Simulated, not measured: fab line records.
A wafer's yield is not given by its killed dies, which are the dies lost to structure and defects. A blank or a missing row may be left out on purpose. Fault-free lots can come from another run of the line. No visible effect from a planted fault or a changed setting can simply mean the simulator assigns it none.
The tool behind it: which one? + flow gf180mcu + 36 wafers from 12 lots sampled at 4 of the route's 602 steps

## WHAT THE GAUGES SHOWED, per wafer
The record holds no reading of a measuring or inspecting step that can be judged against a usual standard deviation.

## TOOL THAT RAN EACH LOT (tool first, then ch and the chambers of the sampled wafers, then the start)
| lot  | GF_STI_ETCH_14                  | GF_V1_CVD_02                    | GF_V2_CVD_02                    | GF_V2_SPUTTER_21             |
|------|---------------------------------|---------------------------------|---------------------------------|------------------------------|
| L928 | rie-si-01 ch 1,3, day 2 01:13   | pecvd-01 ch 0,2, day 16 18:58   | pecvd-03 ch 1,2, day 18 19:55   | pvd-sputter-01, day 19 21:37 |
| L929 | rie-si-02 ch 0,2, day 2 06:40   | pecvd-01 ch 0,1, day 17 08:41   | pecvd-02 ch 1,2, day 19 10:55   | pvd-sputter-04, day 20 12:53 |
| L931 | rie-si-02 ch 0,1, day 2 16:22   | pecvd-03 ch 0,2, day 17 21:52   | pecvd-03 ch 0,2, day 20 00:26   | pvd-sputter-03, day 21 02:56 |
| L932 | rie-si-02 ch 1,2, day 3 01:30   | pecvd-01 ch 1,2, day 18 09:42   | pecvd-01 ch 1,2, day 20 14:01   | pvd-sputter-04, day 21 15:29 |
| L937 | rie-si-02 ch 1,2,3, day 3 23:22 | pecvd-03 ch 1,2, day 20 12:11   | pecvd-03 ch 0,1, day 22 14:13   | pvd-sputter-04, day 23 14:01 |
| L939 | rie-si-02 ch 1,2, day 4 10:16   | pecvd-01 ch 1,2, day 21 10:12   | pecvd-03 ch 1,2, day 23 11:55   | pvd-sputter-01, day 24 11:16 |
| L941 | rie-si-01 ch 1,2,3, day 4 19:55 | pecvd-01 ch 0,1, day 22 02:41   | pecvd-02 ch 0,1,2, day 24 03:58 | pvd-sputter-01, day 25 02:37 |
| L943 | rie-si-01 ch 0,2,3, day 5 06:38 | pecvd-04 ch 0,1,2, day 22 22:41 | pecvd-02 ch 0,1, day 24 22:08   | pvd-sputter-03, day 25 20:26 |
| L944 | rie-si-01 ch 0,1,3, day 5 12:46 | pecvd-03 ch 1,2, day 23 13:17   | pecvd-03 ch 0,1,2, day 25 11:40 | pvd-sputter-03, day 26 10:28 |
| L945 | rie-si-01 ch 0,1,3, day 5 18:16 | pecvd-04 ch 0,1,2, day 24 01:32 | pecvd-02 ch 0,2, day 25 23:42   | pvd-sputter-03, day 26 21:25 |
| L948 | rie-si-01 ch 1,2, day 6 09:19   | pecvd-01 ch 0,1,2, day 24 13:41 | pecvd-01 ch 0,2, day 26 11:20   | pvd-sputter-04, day 27 09:11 |
| L949 | rie-si-01 ch 0,1,3, day 6 15:09 | pecvd-03 ch 0,1,2, day 24 18:05 | pecvd-02 ch 0,1,2, day 26 14:46 | pvd-sputter-01, day 27 12:14 |
- GF_STI_ETCH_14: etches Si in HBr/Cl2/O2, target depth 360 nm, time 102.9 s.
- GF_V1_CVD_02: deposits SiO2 from TEOS, target thk 850 nm, time 94.851 s.
- GF_V2_CVD_02: deposits SiO2 from TEOS, target thk 850 nm, time 94.851 s.
- GF_V2_SPUTTER_21: material Ti, target thk 15 nm, time 80.02 s.

## AS READ BY THE TOOLS THEMSELVES (means over the sampled wafers that have a number; for cases with no such wafer, the mark the record gives instead)
GF_STI_ETCH_14.
| lot  | tool      | drypump-motor-current-A (A) | he-backside-leak-sccm (sccm) | mfc-cl2-sccm (sccm) | oes-product-au (a.u.) | run-length-s (s) | throttle-valve-pct (%) |
|------|-----------|-----------------------------|------------------------------|---------------------|-----------------------|------------------|------------------------|
| L928 | rie-si-01 | 5.4                         | 2.6                          | 40.02               | 0.989                 | 130.6            | 25.668                 |
| L929 | rie-si-02 | 5.3                         | 2.4                          | 40.00               | 1.001                 | 131.2            | 25.647                 |
| L931 | rie-si-02 | 5.2                         | 2.6                          | 39.96               | 0.997                 | 130.8            | 25.664                 |
| L932 | rie-si-02 | 5.4                         | 2.9                          | 39.91               | 0.994                 | 131.2            | 25.665                 |
| L937 | rie-si-02 | 5.6                         | 2.8                          | 39.97               | 1.008                 | 128.2            | 25.658                 |
| L939 | rie-si-02 | 5.5                         | 2.8                          | 39.86               | 0.996                 | 128.2            | 25.659                 |
| L941 | rie-si-01 | 5.6                         | 2.6                          | 40.01               | 0.992                 | 131.3            | 25.661                 |
| L943 | rie-si-01 | 5.8                         | 2.7                          | 39.92               | 0.993                 | 131.2            | 25.661                 |
| L944 | rie-si-01 | 5.9                         | 2.9                          | 40.01               | 0.992                 | 131.3            | 25.661                 |
| L945 | rie-si-01 | 5.9                         | 2.8                          | 39.86               | 0.987                 | 131.0            | 25.669                 |
| L948 | rie-si-01 | 5.9                         | 2.7                          | 39.88               | 0.987                 | 131.2            | 25.659                 |
| L949 | rie-si-01 | 5.9                         | 2.8                          | 39.96               | 0.991                 | 131.1            | 25.664                 |

GF_V1_CVD_02.
| lot  | tool     | heater-power-w (W) |
|------|----------|--------------------|
| L928 | pecvd-01 | 707                |
| L929 | pecvd-01 | 656                |
| L931 | pecvd-03 | 714                |
| L932 | pecvd-01 | 674                |
| L937 | pecvd-03 | 636                |
| L939 | pecvd-01 | 648                |
| L941 | pecvd-01 | 659                |
| L943 | pecvd-04 | 655                |
| L944 | pecvd-03 | 592                |
| L945 | pecvd-04 | 634                |
| L948 | pecvd-01 | 667                |
| L949 | pecvd-03 | 656                |

GF_V2_CVD_02.
| lot  | tool     | heater-power-w (W) |
|------|----------|--------------------|
| L928 | pecvd-03 | 608                |
| L929 | pecvd-02 | 655                |
| L931 | pecvd-03 | 700                |
| L932 | pecvd-01 | 685                |
| L937 | pecvd-03 | 675                |
| L939 | pecvd-03 | 672                |
| L941 | pecvd-02 | 597                |
| L943 | pecvd-02 | 577                |
| L944 | pecvd-03 | 697                |
| L945 | pecvd-02 | 689                |
| L948 | pecvd-01 | 689                |
| L949 | pecvd-02 | 637                |

GF_V2_SPUTTER_21.
| lot  | tool           | throttle-valve-pct (%) |
|------|----------------|------------------------|
| L928 | pvd-sputter-01 | 29.4                   |
| L929 | pvd-sputter-04 | 29.3                   |
| L931 | pvd-sputter-03 | 30.4                   |
| L932 | pvd-sputter-04 | 28.4                   |
| L937 | pvd-sputter-04 | 29.5                   |
| L939 | pvd-sputter-01 | 30.3                   |
| L941 | pvd-sputter-01 | 30.2                   |
| L943 | pvd-sputter-03 | 30.3                   |
| L944 | pvd-sputter-03 | 30.3                   |
| L945 | pvd-sputter-03 | 30.3                   |
| L948 | pvd-sputter-04 | 29.5                   |
| L949 | pvd-sputter-01 | 29.5                   |

## THE ANSWER, worked out from the rows above alone
Rule: what is usual is taken from the lots themselves. The widest of any qualifying gaps counts: lots, ordered by their means at a reading, are off when they make up no more than a third of the lots, leave a main group of 4 or more, and stand apart from it by 3 or more times the standard deviation of that group's means. Not used: any main group whose means are identical at the precision the tables above print for the reading. A lot without any number at a reading at which 4 lots or more have one is off too. All remaining lots with rows at the step are treated as sound. After the gauges, taken in route order, come the tools' own readings; for these a lot's mean is taken, as printed above. The first step at which some lot is off is used, and at that step the reading that is off furthest; a lot without a number counts as furthest.
Off: L937, L939 (GF_STI_ETCH_14, run-length-s). Main group: mean 131.1 s, sd 0.22.
A tool fits if, at that step or a process step before it, it ran every lot that is off, and no sound lot after the first of them. One candidate fits, namely rie-si-02 at GF_STI_ETCH_14. Its last sound lot is L932 (day 3 01:30), its first lot that is off L937 (day 3 23:22): a fault that began between those two fits.
The tool's own readings at GF_STI_ETCH_14 bear it out: on the lots that are off they differ by more than 5 times the standard deviation of the sound lots' means. run-length-s reads 128.2 s there against 131.1 s on the sound lots.

## WHAT THE SIMULATOR HAD PUT IN
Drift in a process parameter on rie-si-02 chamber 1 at GF_STI_ETCH_14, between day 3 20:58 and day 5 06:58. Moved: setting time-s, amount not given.
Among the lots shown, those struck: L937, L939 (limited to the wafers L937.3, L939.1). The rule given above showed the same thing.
